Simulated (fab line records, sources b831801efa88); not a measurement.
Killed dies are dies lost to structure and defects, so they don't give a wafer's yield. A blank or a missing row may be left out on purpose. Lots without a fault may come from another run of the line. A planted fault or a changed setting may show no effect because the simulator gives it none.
A struck lot beside a sound one | flow sky130 | 24 steps out of a route of 708
Sound: wafers L883.4, L883.5, L883.6. Struck: wafer L894.1. (L894.3 of the same lot was not struck and is left out.) The cause comes at the end.
At each step with rows: each side's tool, then ch and its chambers, then its first start. Under that, the readings that differ: sound wafers | struck wafers | difference of the means | sigmas: that difference in standard deviations of wafers without a fault.
alike: readings whose means differ by less than 2 such deviations, and words and numbers that are the same on both sides. not compared: withheld readings, readings that some wafer has no value for, bounds like >300 that may hide the same value, and numbers for which the record gives no deviation and whose values overlap.
The two part at a step that has a row with sigmas, a row that says differs or no value, or rows on one side only. Numbers that don't overlap but have no deviation are shown without sigmas and don't part them. A reading that every wafer of one side lacks parts them only if that side has two wafers or more.

SKY_SD_N_RTA_14: time 2 s.
  sound on rtp_anneal-02 ch 0, day 29 21:58; struck on rtp_anneal-01 ch 0, day 33 20:23
  alike: lamp_power_pct, wafer_temp_C_max
SKY_SD_N_RS_MEAS_16: measures by four-point-probe.
  sound on film_metro-02, day 29 22:10; struck on film_metro-01, day 33 20:33
  alike: SD_N_RS
SKY_SD_N_RS_MEAS_17: measures by four-point-probe.
  sound on film_metro-02, day 29 22:17; struck on film_metro-01, day 33 20:40
  alike: SD_P_RS
SKY_SD_N_RS_MEAS_18: measures by four-point-probe.
  sound on film_metro-02, day 29 22:25; struck on film_metro-01, day 33 20:47
  alike: RES_XHIGH_RS
then, 2 steps without rows for these wafers: SKY_SALICIDE_CLEAN_00 (cleans in HF-last, time 30 s); SKY_LI_CONTACT_HDPCVD_00 (deposits PSG, target thk 930 nm, time 155 s).
SKY_LI_CONTACT_THK_MEAS_01:
  sound on film_metro-04, day 29 22:37; struck on film_metro-02, day 33 21:05
  alike: LI_CONTACT_HDPCVD_THK
SKY_LI_CONTACT_CMP_02: polishes PSG.
  sound on cmp-02 ch 2,3, day 29 22:42; struck on cmp-02 ch 2, day 33 21:17
  alike: motor_current_A, time_to_endpoint_s
SKY_LI_CONTACT_BOW_MEAS_03:
  sound on film_metro-01, day 29 23:01; struck on film_metro-01, day 33 21:32
  alike: LI_CONTACT_BOW
then, 2 steps without rows for these wafers: SKY_LI_CONTACT_DEHYDRATE_04 (time 60 s); SKY_LI_CONTACT_HMDS_05 (prime time 60 s).
SKY_LI_CONTACT_COAT_06: resist thk 60 nm.
  sound on litho_track-04 ch 0, day 30 12:43; struck on litho_track-04 ch 0, day 34 09:50
then, 5 steps without rows for these wafers: SKY_LI_CONTACT_COAT_07 (resist thk 450 nm); SKY_LI_CONTACT_SOFTBAKE_08 (time 90 s); SKY_LI_CONTACT_EXPOSE_09 (exposes mask LICM1, target cd 170 nm); SKY_LI_CONTACT_PEB_10; SKY_LI_CONTACT_DEVELOP_11 (develop time 60 s).
SKY_LI_CONTACT_CD_MEAS_12: target cd 170 nm.
  sound on cd_sem-02, day 31 02:44; struck on cd_sem-01, day 34 23:29
  reading    | sound             | struck | difference | sigmas
  cd_nm (nm) | 170.4 170.0 171.1 | 167.5  | -3.0       | -2
SKY_LI_CONTACT_OVL_MEAS_13:
  sound on overlay-01, day 31 02:49; struck on overlay-01, day 34 23:36
  alike: LI_CONTACT_OVL
SKY_LI_CONTACT_ETCH_14: etches BARC in N2/H2, stops on SiO2, time 45.9 s, target depth 60 nm.
  sound on rie_diel-03 ch 0,2,3, day 31 02:50; struck on rie_diel-03 ch 0, day 34 23:38
  reading                  | sound             | struck | difference | sigmas
  oes_product_au (a.u.)    | 0.848 0.862 0.861 | 0.895  | +0.038     | +8
  model.etch.depth_nm (nm) | 60.08 60.09 60.25 | 65.4   | +5.3       |
  alike: drypump_motor_current_A, throttle_valve_pct
  not compared: rf_hours_counter_h
SKY_LI_CONTACT_ETCH_15: etches PSG in C4F8/O2/Ar, stops on Si, target depth 600 nm.
  sound on rie_diel-03 ch 0,2,3, day 31 02:53; struck on rie_diel-03 ch 0, day 34 23:41
  alike: oes_product_au
SKY_LI_CONTACT_STRIP_16: strips in O2/N2.
  sound on plasma_asher-02 ch 0,1, day 31 03:00; struck on plasma_asher-03 ch 1, day 34 23:46
  reading                      | sound             | struck | difference                   | sigmas
  drypump_motor_current_A (A)  | 5.8 5.7 5.8       | 4.9    | -0.9                         | -2
  rf_hours_counter_h (h)       | - - -             | 65     | no value on the sound wafers |
  strip_time_to_endpoint_s (s) | 3.494 3.510 3.474 | 3.560  | +0.067                       | +2
  alike: oes_product_au
then, 1 step without rows for these wafers: SKY_LI_CONTACT_CLEAN_17 (cleans in NMP, time 600 s).
-- the record jumps here: 15 days lie between the struck wafers' starts before and after (it left off in module LI_CONTACT and takes up again in module PAD_OPEN, whose first step shown is number 708 of the route) --
SKY_PAD_OPEN_PROBE_99:
  sound on prober-01, day 47 09:38; struck on prober-01, day 49 21:07
  alike: killed_at_M0_to_M3, killed_at_M4_up, killed_at_contacts, killed_at_front_end, killed_at_other, killed_dies, killed_open, killed_short

WHERE THEY PART
First at SKY_LI_CONTACT_CD_MEAS_12; last, within this record, at SKY_LI_CONTACT_STRIP_16. Later steps at which nothing parts them and some readings are alike: SKY_PAD_OPEN_PROBE_99.

WHY: what the simulator had put in
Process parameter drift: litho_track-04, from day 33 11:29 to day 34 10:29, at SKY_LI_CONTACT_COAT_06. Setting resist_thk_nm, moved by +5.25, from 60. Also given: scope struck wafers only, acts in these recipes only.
